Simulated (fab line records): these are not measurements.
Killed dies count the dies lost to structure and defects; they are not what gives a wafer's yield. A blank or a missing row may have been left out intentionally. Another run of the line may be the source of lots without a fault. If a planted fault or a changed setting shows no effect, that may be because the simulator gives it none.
fab line records + flow sky130
record:
- lots: 12
- wafers: 36
- last_day: 50
route steps=708 shown DNWELL@44 VT_ADJUST_HVTP@95 POLY_GATE@204
lots that met no fault: from a run of the same line without faults
start_h: hours from the record's opening day to when the first of the lot's shown wafers began + wait_h: time in hours since the lot's previous step + " unchanged from the row above + L1.1+2: several wafers, shown together as one row + - no value, or no start given + * or withheld: withheld + < > ~ a bound
route shown NAME@n: NAME is a module with steps in the file, n the number in the route of the first one + usual: mean/standard deviation taken from wafers without a fault + same: alike in all rows + chamber/n: place in a boat + sites: readings site by site + _std_site: their standard deviation + _edge_site: outer sites' mean less inner sites' + radius_mm: for every site, how far away it sits from the centre of the wafer + mask NAME#n: copy n + behind: tool/chamber where the wafer was last shaped + hold: what put the lot on hold/how long, in hours/how the hold closed + device: whichever transistor did not switch (one of n, p or np) + end of line: tests of these same wafers at the route's end + a step with no rows: only its recipe + killed: dies that structure and defects cost at the first sort, which is not the same as the wafer's yield + map: dies across one wafer; x = killed, . = not, _ = none there
set.NAME: the run value of the setting; set.NAME@STEP: its run value at that earlier step + model.NAME: the simulator's own value behind a step, which no gauge read
the route's steps for a sample of lots (tables are steps, rows are wafers)
services: the hour from which a tool's chamber was out of use, counted from the record's first day as start_h (under 0 if before that day), plus the number of hours and why
== steps ==
step: SKY_DNWELL_TW_MEAS_09
usual:
- DNWELL_TW: 1113/6.4
| lot.wafer | tool          | chamber | start_h | wait_h | DNWELL_TW |
|-----------|---------------|---------|---------|--------|-----------|
| L585.3    | film_metro-03 | -       | 50.46   | 0.1    | 1112      |
| L585.5    | "             | -       | "       | "      | 1120      |
| L585.6    | "             | -       | "       | "      | 1114      |
| L588.1    | film_metro-03 | -       | 77.18   | 0.1    | 1108      |
| L588.4    | "             | -       | "       | "      | 1107      |
| L588.6    | "             | -       | "       | "      | 1105      |
| L590.2    | film_metro-03 | -       | 95.49   | 0.1    | 1120      |
| L590.4    | "             | -       | "       | "      | 1117      |
| L590.6    | "             | -       | "       | "      | 1118      |
| L599.3    | film_metro-01 | -       | 132.06  | 0.1    | 1113      |
| L599.5    | "             | -       | "       | "      | 1114      |
| L599.6    | "             | -       | "       | "      | 1109      |
| L601.1    | film_metro-03 | -       | 141.53  | 0.1    | 1113      |
| L601.2    | "             | -       | "       | "      | 1108      |
| L601.5    | "             | -       | "       | "      | 1104      |
| L602.1    | film_metro-01 | -       | 147.33  | 0.1    | 1117      |
| L602.5    | "             | -       | "       | "      | 1123      |
| L602.6    | "             | -       | "       | "      | 1122      |
| L603.2    | film_metro-03 | -       | 153.40  | 0.1    | 1112      |
| L603.4    | "             | -       | "       | "      | 1111      |
| L603.5    | "             | -       | "       | "      | 1114      |
| L604.1    | film_metro-01 | -       | 155.08  | 0.1    | 1114      |
| L604.2    | "             | -       | "       | "      | 1115      |
| L604.6    | "             | -       | "       | "      | 1118      |
| L605.1    | film_metro-03 | -       | 160.64  | 0.1    | 1105      |
| L605.5    | "             | -       | "       | "      | 1111      |
| L605.6    | "             | -       | "       | "      | 1112      |
| L606.4    | film_metro-03 | -       | 172.16  | 0.1    | 1109      |
| L606.5    | "             | -       | "       | "      | 1106      |
| L606.6    | "             | -       | "       | "      | 1111      |
| L607.1    | film_metro-01 | -       | 175.03  | 0.1    | 1121      |
| L607.2    | "             | -       | "       | "      | 1119      |
| L607.4    | "             | -       | "       | "      | 1118      |
| L608.4    | film_metro-02 | -       | 176.91  | 0.1    | 1120      |
| L608.5    | "             | -       | "       | "      | 1114      |
| L608.6    | "             | -       | "       | "      | 1109      |
step: SKY_VT_ADJUST_HVTP_STRIP_10
recipe:
- chemistry: O2/N2
- power_w: 1400
- pressure_mtorr: 1500
- platen_temp_c: withheld
- o2_flow_sccm: 3000
- n2_flow_sccm: 300
- overash_fraction: 0.5
usual:
- drypump_motor_current_A: 5.82/0.28
- oes_product_au: 0.716/0.0043
- strip_time_to_endpoint_s: 14.17/0.042
| lot.wafer | tool            | chamber | start_h | wait_h | drypump_motor_current_A | oes_product_au | rf_hours_counter_h | strip_time_to_endpoint_s |
|-----------|-----------------|---------|---------|--------|-------------------------|----------------|--------------------|--------------------------|
| L585.3    | plasma_asher-02 | 1       | 119.97  | 0.1    | 5.73                    | 0.715          | -                  | 14.20                    |
| L585.5    | "               | 0       | "       | "      | 5.89                    | 0.709          | -                  | 14.18                    |
| L585.6    | "               | 1       | "       | "      | 5.72                    | 0.713          | -                  | 14.17                    |
| L588.1    | plasma_asher-04 | 1       | 153.84  | 0.1    | 5.31                    | 0.720          | 3                  | 14.22                    |
| L588.4    | "               | 0       | "       | "      | 5.69                    | 0.717          | -                  | 14.18                    |
| L588.6    | "               | 1       | "       | "      | 5.32                    | 0.717          | -                  | 14.22                    |
| L590.2    | plasma_asher-02 | 1       | 175.38  | 0.1    | 5.72                    | 0.713          | 45                 | 14.19                    |
| L590.4    | "               | 0       | "       | "      | 5.88                    | 0.713          | -                  | 14.18                    |
| L590.6    | "               | 0       | "       | "      | 5.87                    | 0.709          | -                  | 14.15                    |
| L599.3    | plasma_asher-04 | 1       | 216.72  | 0.1    | 5.29                    | 0.714          | -                  | 14.18                    |
| L599.5    | "               | 1       | "       | "      | 5.32                    | 0.718          | -                  | 14.19                    |
| L599.6    | "               | 0       | "       | "      | 5.72                    | 0.713          | -                  | 14.26                    |
| L601.1    | plasma_asher-01 | 0       | 228.17  | 0.1    | 6.32                    | 0.708          | 41                 | 14.13                    |
| L601.2    | "               | 1       | "       | "      | 5.78                    | 0.714          | 41                 | 14.13                    |
| L601.5    | "               | 0       | "       | "      | 6.31                    | 0.720          | -                  | 14.14                    |
| L602.1    | plasma_asher-02 | 1       | 233.74  | 0.1    | 5.74                    | 0.713          | 51                 | 14.06                    |
| L602.5    | "               | 1       | "       | "      | 5.71                    | 0.713          | -                  | 14.15                    |
| L602.6    | "               | 0       | "       | "      | 5.90                    | 0.724          | -                  | 14.15                    |
| L603.2    | plasma_asher-04 | 0       | 241.49  | 0.1    | 5.70                    | 0.725          | 11                 | 14.19                    |
| L603.4    | "               | 1       | "       | "      | 5.31                    | 0.708          | -                  | 14.19                    |
| L603.5    | "               | 1       | "       | "      | 5.30                    | 0.720          | -                  | 14.15                    |
| L604.1    | plasma_asher-01 | 1       | 245.09  | 0.1    | 5.81                    | 0.718          | 43                 | 14.12                    |
| L604.2    | "               | 0       | "       | "      | 6.30                    | 0.723          | 43                 | 14.11                    |
| L604.6    | "               | 0       | "       | "      | 6.33                    | 0.717          | -                  | 14.10                    |
| L605.1    | plasma_asher-04 | 0       | 250.68  | 0.1    | 5.70                    | 0.717          | 12                 | 14.08                    |
| L605.5    | "               | 0       | "       | "      | 5.69                    | 0.713          | -                  | 14.11                    |
| L605.6    | "               | 1       | "       | "      | 5.30                    | 0.721          | -                  | 14.11                    |
| L606.4    | plasma_asher-02 | 1       | 264.92  | 0.1    | 5.74                    | 0.718          | -                  | 14.18                    |
| L606.5    | "               | 1       | "       | "      | 5.74                    | 0.719          | -                  | 14.21                    |
| L606.6    | "               | 0       | "       | "      | 5.89                    | 0.723          | -                  | 14.22                    |
| L607.1    | plasma_asher-02 | 1       | 268.88  | 0.1    | 5.75                    | 0.716          | 55                 | 14.23                    |
| L607.2    | "               | 0       | "       | "      | 5.90                    | 0.717          | 55                 | 14.19                    |
| L607.4    | "               | 0       | "       | "      | 5.91                    | 0.702          | -                  | 14.19                    |
| L608.4    | plasma_asher-04 | 1       | 271.07  | 0.1    | 5.33                    | 0.717          | -                  | 14.11                    |
| L608.5    | "               | 1       | "       | "      | 5.28                    | 0.719          | -                  | 14.13                    |
| L608.6    | "               | 0       | "       | "      | 5.69                    | 0.720          | -                  | 14.13                    |
step: SKY_POLY_GATE_CVD_00
recipe:
- material: poly-Si
- target_thk_nm: 180
- temp_c: 620
- time_s: 720
- pressure_mtorr: 200
usual:
- pressure_mtorr: 200.0/0.39
- susceptor_temp_C: 620.07/0.29
- zone_power_centre_pct: 10.56/0.2
same:
- time_s: 720
| lot.wafer | tool     | chamber | start_h | wait_h | pressure_mtorr | susceptor_temp_C | zone_power_centre_pct |
|-----------|----------|---------|---------|--------|----------------|------------------|-----------------------|
| L585.3    | lpcvd-01 | 0       | 314.64  | 0.0    | 200.2          | 619.81           | 10.76                 |
| L585.5    | "        | 0       | "       | "      | 200.7          | 619.40           | 10.74                 |
| L585.6    | "        | 0       | "       | "      | 200.3          | 619.70           | 10.66                 |
| L588.1    | lpcvd-01 | 0       | 355.80  | 0.0    | 199.6          | 620.58           | 10.77                 |
| L588.4    | "        | 0       | "       | "      | 199.4          | 620.63           | 10.91                 |
| L588.6    | "        | 0       | "       | "      | 200.5          | 620.32           | 10.64                 |
| L590.2    | lpcvd-01 | 0       | 388.96  | 0.0    | 240.6          | 619.64           | 10.68                 |
| L590.4    | "        | 0       | "       | "      | 239.9          | 620.04           | 10.65                 |
| L590.6    | "        | 0       | "       | "      | 240.2          | 619.85           | 10.61                 |
| L599.3    | lpcvd-01 | 0       | 449.76  | 0.6    | 200.8          | 619.95           | 10.54                 |
| L599.5    | "        | 0       | "       | "      | 199.8          | 619.75           | 10.77                 |
| L599.6    | "        | 0       | "       | "      | 200.1          | 619.57           | 10.61                 |
| L601.1    | lpcvd-01 | 0       | 458.24  | 0.0    | 199.7          | 619.87           | 10.71                 |
| L601.2    | "        | 0       | "       | "      | 199.4          | 619.87           | 10.66                 |
| L601.5    | "        | 0       | "       | "      | 199.7          | 619.84           | 10.74                 |
| L602.1    | lpcvd-01 | 0       | 463.60  | 0.0    | 200.0          | 619.93           | 10.81                 |
| L602.5    | "        | 0       | "       | "      | 200.1          | 620.25           | 10.67                 |
| L602.6    | "        | 0       | "       | "      | 200.1          | 620.06           | 10.56                 |
| L603.2    | lpcvd-01 | 0       | 473.56  | 0.0    | 200.1          | 620.08           | 10.79                 |
| L603.4    | "        | 0       | "       | "      | 200.2          | 619.96           | 10.61                 |
| L603.5    | "        | 0       | "       | "      | 200.8          | 620.46           | 10.61                 |
| L604.1    | lpcvd-01 | 0       | 475.82  | 0.0    | 200.2          | 619.84           | 10.73                 |
| L604.2    | "        | 0       | "       | "      | 199.3          | 620.37           | 10.70                 |
| L604.6    | "        | 0       | "       | "      | 199.8          | 619.96           | 10.65                 |
| L605.1    | lpcvd-01 | 1       | 483.10  | 0.0    | 199.8          | 620.29           | 10.27                 |
| L605.5    | "        | 1       | "       | "      | 200.0          | 620.16           | 10.40                 |
| L605.6    | "        | 1       | "       | "      | 199.3          | 620.68           | 10.41                 |
| L606.4    | lpcvd-01 | 0       | 502.06  | 0.0    | 200.4          | 620.14           | 10.56                 |
| L606.5    | "        | 0       | "       | "      | 200.4          | 620.21           | 10.70                 |
| L606.6    | "        | 0       | "       | "      | 200.1          | 620.17           | 10.59                 |
| L607.1    | lpcvd-01 | 1       | 507.21  | 0.0    | 199.5          | 620.34           | 10.31                 |
| L607.2    | "        | 1       | "       | "      | 200.4          | 620.29           | 10.40                 |
| L607.4    | "        | 1       | "       | "      | 200.0          | 620.36           | 10.26                 |
| L608.4    | lpcvd-01 | 0       | 508.51  | 0.0    | 199.6          | 619.96           | 10.54                 |
| L608.5    | "        | 0       | "       | "      | 199.7          | 620.19           | 10.67                 |
| L608.6    | "        | 0       | "       | "      | 200.0          | 620.31           | 10.73                 |
step: SKY_POLY_GATE_THK_MEAS_01
recipe:
- reads: poly-Si_of_POLY_GATE_CVD_00
usual:
- POLY_GATE_CVD_00_THK: 180.7/1.5
| lot.wafer | tool          | chamber | start_h | wait_h | POLY_GATE_CVD_00_THK[nm] |
|-----------|---------------|---------|---------|--------|--------------------------|
| L585.3    | film_metro-02 | -       | 315.86  | 0.0    | 183.1                    |
| L585.5    | "             | -       | "       | "      | 183.6                    |
| L585.6    | "             | -       | "       | "      | 181.9                    |
| L588.1    | film_metro-03 | -       | 357.00  | 0.0    | 180.2                    |
| L588.4    | "             | -       | "       | "      | 178.1                    |
| L588.6    | "             | -       | "       | "      | 180.9                    |
| L590.2    | film_metro-02 | -       | 390.17  | 0.0    | 200.3                    |
| L590.4    | "             | -       | "       | "      | 200.9                    |
| L590.6    | "             | -       | "       | "      | 199.6                    |
| L599.3    | film_metro-03 | -       | 450.98  | 0.0    | 178.1                    |
| L599.5    | "             | -       | "       | "      | 178.1                    |
| L599.6    | "             | -       | "       | "      | 179.3                    |
| L601.1    | film_metro-03 | -       | 459.44  | 0.0    | 180.2                    |
| L601.2    | "             | -       | "       | "      | 178.4                    |
| L601.5    | "             | -       | "       | "      | 178.8                    |
| L602.1    | film_metro-04 | -       | 464.80  | 0.0    | 178.8                    |
| L602.5    | "             | -       | "       | "      | 179.1                    |
| L602.6    | "             | -       | "       | "      | 179.5                    |
| L603.2    | film_metro-04 | -       | 474.77  | 0.0    | 180.5                    |
| L603.4    | "             | -       | "       | "      | 181.0                    |
| L603.5    | "             | -       | "       | "      | 180.3                    |
| L604.1    | film_metro-02 | -       | 477.02  | 0.0    | 178.7                    |
| L604.2    | "             | -       | "       | "      | 179.5                    |
| L604.6    | "             | -       | "       | "      | 179.4                    |
| L605.1    | film_metro-02 | -       | 484.30  | 0.0    | 180.3                    |
| L605.5    | "             | -       | "       | "      | 180.4                    |
| L605.6    | "             | -       | "       | "      | 179.6                    |
| L606.4    | film_metro-03 | -       | 503.89  | 0.0    | 181.3                    |
| L606.5    | "             | -       | "       | "      | 179.8                    |
| L606.6    | "             | -       | "       | "      | 180.1                    |
| L607.1    | film_metro-03 | -       | 508.41  | 0.0    | 179.5                    |
| L607.2    | "             | -       | "       | "      | 181.0                    |
| L607.4    | "             | -       | "       | "      | 179.4                    |
| L608.4    | film_metro-02 | -       | 509.74  | 0.0    | 182.0                    |
| L608.5    | "             | -       | "       | "      | 183.3                    |
| L608.6    | "             | -       | "       | "      | 181.7                    |
step: SKY_POLY_GATE_THK_MEAS_21
recipe:
- reads: SiO2_of_POLY_GATE_OXIDATION_20
usual:
- POLY_GATE_OXIDATION_THK: 3.95/0.082
| lot.wafer | tool          | chamber | start_h | wait_h | POLY_GATE_OXIDATION_THK[nm] |
|-----------|---------------|---------|---------|--------|-----------------------------|
| L585.3    | film_metro-02 | -       | 378.98  | 0.1    | 3.95                        |
| L585.5    | "             | -       | "       | "      | 4.00                        |
| L585.6    | "             | -       | "       | "      | 4.03                        |
| L588.1    | film_metro-02 | -       | 417.60  | 0.0    | 3.88                        |
| L588.4    | "             | -       | "       | "      | 3.89                        |
| L588.6    | "             | -       | "       | "      | 3.90                        |
| L590.2    | film_metro-03 | -       | 454.57  | 0.0    | 3.95                        |
| L590.4    | "             | -       | "       | "      | 3.91                        |
| L590.6    | "             | -       | "       | "      | 3.93                        |
| L599.3    | film_metro-03 | -       | 519.70  | 0.0    | 4.10                        |
| L599.5    | "             | -       | "       | "      | 4.14                        |
| L599.6    | "             | -       | "       | "      | 4.02                        |
| L601.1    | film_metro-04 | -       | 522.93  | 0.0    | 3.98                        |
| L601.2    | "             | -       | "       | "      | 3.97                        |
| L601.5    | "             | -       | "       | "      | 3.96                        |
| L602.1    | film_metro-03 | -       | 529.23  | 0.0    | 3.91                        |
| L602.5    | "             | -       | "       | "      | 3.96                        |
| L602.6    | "             | -       | "       | "      | 3.92                        |
| L603.2    | film_metro-02 | -       | 538.88  | 0.0    | 3.82                        |
| L603.4    | "             | -       | "       | "      | 3.85                        |
| L603.5    | "             | -       | "       | "      | 3.82                        |
| L604.1    | film_metro-02 | -       | 541.23  | 0.0    | 4.03                        |
| L604.2    | "             | -       | "       | "      | 3.99                        |
| L604.6    | "             | -       | "       | "      | 4.00                        |
| L605.1    | film_metro-03 | -       | 547.62  | 0.0    | 3.81                        |
| L605.5    | "             | -       | "       | "      | 3.81                        |
| L605.6    | "             | -       | "       | "      | 3.97                        |
| L606.4    | film_metro-03 | -       | 568.84  | 0.0    | 3.82                        |
| L606.5    | "             | -       | "       | "      | 3.86                        |
| L606.6    | "             | -       | "       | "      | 3.94                        |
| L607.1    | film_metro-03 | -       | 571.05  | 0.0    | 3.96                        |
| L607.2    | "             | -       | "       | "      | 3.87                        |
| L607.4    | "             | -       | "       | "      | 4.00                        |
| L608.4    | film_metro-03 | -       | 573.45  | 0.0    | 3.87                        |
| L608.5    | "             | -       | "       | "      | 3.92                        |
| L608.6    | "             | -       | "       | "      | 3.85                        |
== services ==
| tool            | chamber | start_h | hours | kind       |
|-----------------|---------|---------|-------|------------|
| plasma_asher-04 | -       | 108.75  | 9.0   | pm         |
| plasma_asher-04 | 0       | 108.75  | 9.0   | vent_cycle |
| plasma_asher-04 | 1       | 108.75  | 9.0   | vent_cycle |
| plasma_asher-04 | 0       | 117.75  | -     | clean      |
| plasma_asher-04 | 1       | 117.75  | -     | clean      |
| plasma_asher-04 | -       | 184.22  | 1.3   | repair     |
| plasma_asher-04 | -       | 207.64  | 2.8   | pm         |
| plasma_asher-01 | -       | 236.45  | 2.8   | pm         |
| lpcvd-01        | -       | 237.10  | 1.1   | repair     |
| plasma_asher-01 | -       | 251.44  | 28.1  | pm         |
| plasma_asher-04 | -       | 260.87  | 4.3   | pm         |
| plasma_asher-01 | -       | 305.11  | 4.3   | pm         |
| plasma_asher-04 | -       | 326.17  | 12.9  | pm         |
| plasma_asher-01 | -       | 348.79  | 0.6   | repair     |
| lpcvd-01        | -       | 390.26  | 2.8   | pm         |
| plasma_asher-01 | -       | 394.54  | 1.0   | repair     |
| plasma_asher-02 | -       | 396.30  | 31.3  | pm         |
| plasma_asher-04 | -       | 427.30  | 2.5   | repair     |
| plasma_asher-02 | -       | 460.99  | 2.3   | repair     |
| plasma_asher-01 | -       | 498.76  | 2.2   | repair     |
== key ==
first_sign:
- step: SKY_POLY_GATE_CVD_00
- reading: pressure_mtorr
- direction: up
- sigmas: 99+
- usual: 200.0
- struck: 240.2
effect:
- step: SKY_POLY_GATE_THK_MEAS_01
- reading: POLY_GATE_CVD_00_THK
- direction: up
- sigmas: 13
- usual: 180.7
- struck: 200.3
met_at SKY_POLY_GATE_CVD_00
struck_lots L590
struck_wafers L590.2,L590.4,L590.6
tester_left_out L590
not_acting_at SKY_DNWELL_TW_MEAS_09,SKY_VT_ADJUST_HVTP_STRIP_10,SKY_POLY_GATE_THK_MEAS_21
onset_between 355.80 388.96
fault:
- kind: process_parameter_drift
- tool: lpcvd-01
- chamber: 0
- onset_h: 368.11
- steps: SKY_POLY_GATE_CVD_00
- channel: pressure_mtorr
- offset: 40
- shape: step
- end_h: 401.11
- stated: 200
tester_left_out: of these lots the tester's yield and bins aren't shown, on N5 and GAA mostly nor the transistor test; their killed dies are dies lost to structure and defects alone, not to doping, threshold or leakage, so they don't give the yield
